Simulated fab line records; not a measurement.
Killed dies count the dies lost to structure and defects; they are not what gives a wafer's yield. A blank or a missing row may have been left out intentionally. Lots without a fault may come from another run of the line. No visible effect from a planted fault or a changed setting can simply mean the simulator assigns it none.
A lot that was struck, set against a sound lot | flow gf180mcu | 21 out of 602 route steps
Sound: wafers L744.1, L744.2, L744.3. The struck wafers were L753.1, L753.5, L753.6. The cause comes at the end.
For every step that has rows: the tool of each side, followed by ch and its chambers, followed by its first start. Under that, the readings that differ: sound wafers | struck wafers | difference of the means | sigmas: that difference in standard deviations of wafers without a fault.
alike: readings with means less than 2 such deviations apart, plus words and numbers identical on both sides. not compared: withheld readings, readings lacking a value on some wafer, bounds such as >300 that could conceal the same value, and numbers that have no deviation in the record and whose values overlap.
Wherever a step has rows on one side only, a row that says differs or no value, or a row with sigmas, the two part there. Non-overlapping numbers with no deviation appear without sigmas and do not part them. Lack of a reading on every wafer of one side parts them only where that side has two or more wafers.

first, 2 steps without rows for these wafers: GF_M1_CLEAN_19 (cleans in DIW); GF_V1_CVD_00 (deposits SiO2, target thk 600 nm, time 100 s).
GF_V1_THK_MEAS_01:
  struck on film_metro-04, day 24 02:08; sound on film_metro-01, day 20 20:28
  alike: V1_CVD_00_THK
GF_V1_CVD_02: deposits SiO2 from TEOS, target thk 850 nm, time 94.851 s.
  sound on pecvd-03 ch 0,2, day 20 20:32; struck on pecvd-02 ch 0,1, day 24 02:12
  alike: heater_power_w, rf_fwd_power_W
GF_V1_THK_MEAS_03:
  struck on film_metro-02, day 24 02:16; sound on film_metro-01, day 20 20:38
  alike: V1_CVD_02_THK
GF_V1_CMP_04: polishes SiO2.
  sound on cmp-01 ch 1,2,3, day 20 20:41; struck on cmp-02 ch 1,2, day 24 03:16
  alike: motor_current_A, time_to_endpoint_s
GF_V1_BOW_MEAS_05:
  struck on film_metro-04, day 24 03:34; sound on film_metro-04, day 20 20:59
  alike: V1_BOW
then, 5 steps without rows for these wafers: GF_V1_DEHYDRATE_06 (time 60 s); GF_V1_HMDS_07 (prime time 60 s); GF_V1_COAT_08; GF_V1_COAT_09 (resist thk 1000 nm); GF_V1_SOFTBAKE_10 (time 60 s).
GF_V1_EXPOSE_11: exposes mask Via1, target cd 260 nm.
  sound on krf_scanner-01 ch 0, day 21 09:07; struck on krf_scanner-02 ch 0, day 24 12:59
  reading              | sound             | struck            | difference | sigmas
  exposure_dose_mJ_cm2 | 38.25 38.23 38.22 | 37.23 37.23 37.24 | -1.00      | -7
  alike: mask
then, 2 steps without rows for these wafers: GF_V1_PEB_12 (peb time 90 s); GF_V1_DEVELOP_13 (develop time 60 s).
GF_V1_CD_MEAS_14: target cd 260 nm.
  struck on cd_sem-02, day 25 00:29; sound on cd_sem-02, day 21 20:59
  reading    | sound             | struck            | difference | sigmas
  cd_nm (nm) | 259.6 260.7 259.9 | 255.8 255.5 256.0 | -4.3       | -4
GF_V1_OVL_MEAS_15:
  struck on overlay-01, day 25 00:37; sound on overlay-01, day 21 21:07
  alike: V1_OVL
GF_V1_ETCH_16: etches BARC in N2/H2.
  sound on rie_diel-03 ch 1,2,3, day 21 21:09; struck on rie_diel-03 ch 0,1,2, day 25 00:39
  reading             | sound             | struck            | difference | sigmas
  model.V1.cd_nm (nm) | 259.7 261.2 259.6 | 255.2 255.8 255.8 | -4.6       |
  alike: drypump_motor_current_A, h2_flow_sccm, oes_product_au, rf_fwd_power_W, throttle_valve_pct
GF_V1_ETCH_17: etches SiO2 in C4F8/O2/Ar, stops on TiN, target depth 630 nm.
  sound: rie_diel-03 ch 1,2,3; struck: rie_diel-03 ch 0,1,2
  reading             | sound             | struck          | difference | sigmas
  rf_fwd_power_W (W)  | 1485 1491 1486    | 1497 1497 1501  | +11        | +2
  model.V1.cd_nm (nm) | 260.1 261.9 259.8 | 255 254.4 256.6 | -5         |
  alike: oes_product_au
GF_V1_STRIP_18: strips in O2/N2.
  sound on plasma_asher-02 ch 0,1, day 21 21:17; struck on plasma_asher-03 ch 0,1, day 25 00:47
  alike: drypump_motor_current_A, heater_power_w, oes_product_au
  not compared: rf_hours_counter_h
-- the record jumps here: 9 days lie between the struck wafers' starts before and after (it left off in module V1 and takes up again in module PASSIVATION, whose first step shown is number 602 of the route) --
GF_PASSIVATION_PROBE_99:
  rows exist in the record for the struck wafers here (prober-01, day 34 04:09), but not for the sound ones

WHERE THEY PART
At GF_V1_EXPOSE_11 first; at GF_PASSIVATION_PROBE_99 last (within this record only).

WHY: what the simulator had put in
Drift in process parameters on krf_scanner-02 at GF_V1_EXPOSE_11, starting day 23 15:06. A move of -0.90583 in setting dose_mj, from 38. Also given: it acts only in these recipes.
